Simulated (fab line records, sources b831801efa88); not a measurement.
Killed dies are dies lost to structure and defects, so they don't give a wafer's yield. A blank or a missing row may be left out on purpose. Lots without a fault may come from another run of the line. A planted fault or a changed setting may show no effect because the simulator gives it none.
Which tool did it? | flow sky130 | 14 lots, 42 wafers sampled, at 3 steps of a route of 708

WHAT THE GAUGES READ, wafer by wafer
SKY_SONOS_TUNNEL_CD_MEAS_07: target cd 410 nm.
lot  | measured     | on        | cd_nm (nm)
L993 | day 11 07:23 | cd_sem-02 | 410.5 410.0 412.9
L994 | day 11 17:56 | cd_sem-01 | 409.3 409.6 408.4
L995 | day 11 20:44 | cd_sem-02 | 405.5 409.5 408.4
L996 | day 12 09:20 | cd_sem-02 | 407.7 407.1 404.5
L999 | day 13 04:42 | cd_sem-01 | 412.4 410.4 410.8
L101 | day 14 03:56 | cd_sem-01 | 407.8 406.4 408.8
L102 | day 14 11:44 | cd_sem-02 | 409.7 408.4 410.4
L103 | day 14 14:04 | cd_sem-01 | 413.7 413.4 411.7
L108 | day 16 11:05 | cd_sem-01 | 409.9 411.0 408.0
L109 | day 16 16:53 | cd_sem-02 | 415.3 411.9 414.3
L110 | day 17 01:14 | cd_sem-01 | 410.1 408.2 409.0
L114 | day 18 08:27 | cd_sem-02 | 408.9 410.3 410.7
L115 | day 18 12:58 | cd_sem-01 | 411.9 412.6 411.8
L116 | day 18 23:55 | cd_sem-02 | 414.8 414.6 413.4

WHICH TOOL RAN EACH LOT (tool, then ch and the chambers of the sampled wafers, then the start)
lot  | SKY_VT_ADJUST_HVTR_EXPOSE_04        | SKY_VT_ADJUST_PCH_STRIP_09
L993 | iline_stepper-02 ch 0, day 8 23:26  | plasma_asher-01 ch 0,1, day 10 08:26
L994 | iline_stepper-01 ch 0, day 9 09:02  | plasma_asher-01 ch 0,1, day 10 18:57
L995 | iline_stepper-01 ch 0, day 9 11:13  | plasma_asher-03 ch 0,1, day 10 21:01
L996 | iline_stepper-01 ch 0, day 9 21:55  | plasma_asher-01 ch 0,1, day 11 08:34
L999 | iline_stepper-02 ch 0, day 10 17:02 | plasma_asher-02 ch 0,1, day 12 04:08
L101 | iline_stepper-01 ch 0, day 11 12:40 | plasma_asher-01 ch 0,1, day 13 01:42
L102 | iline_stepper-01 ch 0, day 11 19:46 | plasma_asher-03 ch 0,1, day 13 09:44
L103 | iline_stepper-01 ch 0, day 11 21:22 | plasma_asher-01 ch 0,1, day 13 11:22
L108 | iline_stepper-01 ch 0, day 13 15:01 | plasma_asher-02 ch 0,1, day 15 07:20
L109 | iline_stepper-01, day 13 20:10      | plasma_asher-01 ch 0,1, day 15 12:52
L110 | iline_stepper-02, day 14 03:02      | plasma_asher-03 ch 0,1, day 15 20:48
L114 | iline_stepper-02 ch 0, day 15 08:29 | plasma_asher-03 ch 0,1, day 17 02:48
L115 | iline_stepper-01 ch 0, day 15 13:31 | plasma_asher-03 ch 0,1, day 17 07:52
L116 | iline_stepper-02 ch 0, day 16 00:24 | plasma_asher-03 ch 0,1, day 17 19:01
- SKY_VT_ADJUST_HVTR_EXPOSE_04: exposes mask HVTRM, target cd 380 nm.
- SKY_VT_ADJUST_PCH_STRIP_09: strips in O2/N2.

WHAT THE TOOLS THEMSELVES READ (means of the sampled wafers that have a number; where no wafer has one, the mark that the record gives instead)
SKY_VT_ADJUST_HVTR_EXPOSE_04.
lot  | tool             | exposure_dose_mJ_cm2 | focus_offset_nm (nm)
L993 | iline_stepper-02 | 149.79               | 0.0
L994 | iline_stepper-01 | 149.86               | -1.0
L995 | iline_stepper-01 | 149.93               | 0.4
L996 | iline_stepper-01 | 149.88               | 0.2
L999 | iline_stepper-02 | 149.93               | -0.2
L101 | iline_stepper-01 | 150.00               | 0.1
L102 | iline_stepper-01 | 150.09               | 0.9
L103 | iline_stepper-01 | 149.86               | 0.5
L108 | iline_stepper-01 | 150.05               | 0.3
L109 | iline_stepper-01 | -                    | -
L110 | iline_stepper-02 | -                    | -
L114 | iline_stepper-02 | 150.07               | -0.7
L115 | iline_stepper-01 | 149.96               | 0.0
L116 | iline_stepper-02 | 149.97               | 0.3

SKY_VT_ADJUST_PCH_STRIP_09.
lot  | tool            | drypump_motor_current_A (A) | oes_product_au (a.u.) | strip_time_to_endpoint_s (s)
L993 | plasma_asher-01 | 5.6                         | 0.722                 | 36.81
L994 | plasma_asher-01 | 5.6                         | 0.723                 | 36.82
L995 | plasma_asher-03 | 5.9                         | 0.720                 | 36.81
L996 | plasma_asher-01 | 5.6                         | 0.724                 | 36.92
L999 | plasma_asher-02 | 5.7                         | 0.721                 | 36.70
L101 | plasma_asher-01 | 5.4                         | 0.724                 | 36.70
L102 | plasma_asher-03 | 5.8                         | 0.719                 | 36.87
L103 | plasma_asher-01 | 5.6                         | 0.721                 | 36.94
L108 | plasma_asher-02 | 5.7                         | 0.724                 | 36.77
L109 | plasma_asher-01 | 5.6                         | 0.724                 | 36.83
L110 | plasma_asher-03 | 5.8                         | 0.726                 | 36.85
L114 | plasma_asher-03 | 5.7                         | 0.722                 | 36.89
L115 | plasma_asher-03 | 5.7                         | 0.724                 | 36.85
L116 | plasma_asher-03 | 5.7                         | 0.725                 | 36.74

THE ANSWER, worked out from the rows above alone
Rule: what is usual is taken from the lots themselves. Put in order of their means at a reading, lots are off if they are a third of the lots or fewer, leave a main group of 4 or more, and stand apart from it by a gap of 3 or more times the standard deviation of the main group's means; of several such gaps the widest counts. A main group whose means are all the same, to the digits that the tables above print for the reading, isn't used. A lot without any number at a reading at which 4 lots or more have one is off too. The other lots that the step has rows for count as sound. The gauges are gone through in route order, then the tools' own readings, and for those a lot's mean is taken as printed above. The first step at which some lot is off is used, and at that step the reading that is off furthest; a lot without a number counts as furthest.
Off: L109, L110, at SKY_VT_ADJUST_HVTR_EXPOSE_04 (exposure_dose_mJ_cm2). Without a number there: L109, L110. The main group: mean 149.95, standard deviation 0.089.
A tool fits if, at that step or a process step before it, it ran every lot that is off, and no sound lot after the first of them. None of those tried fits.

WHAT THE SIMULATOR HAD PUT IN
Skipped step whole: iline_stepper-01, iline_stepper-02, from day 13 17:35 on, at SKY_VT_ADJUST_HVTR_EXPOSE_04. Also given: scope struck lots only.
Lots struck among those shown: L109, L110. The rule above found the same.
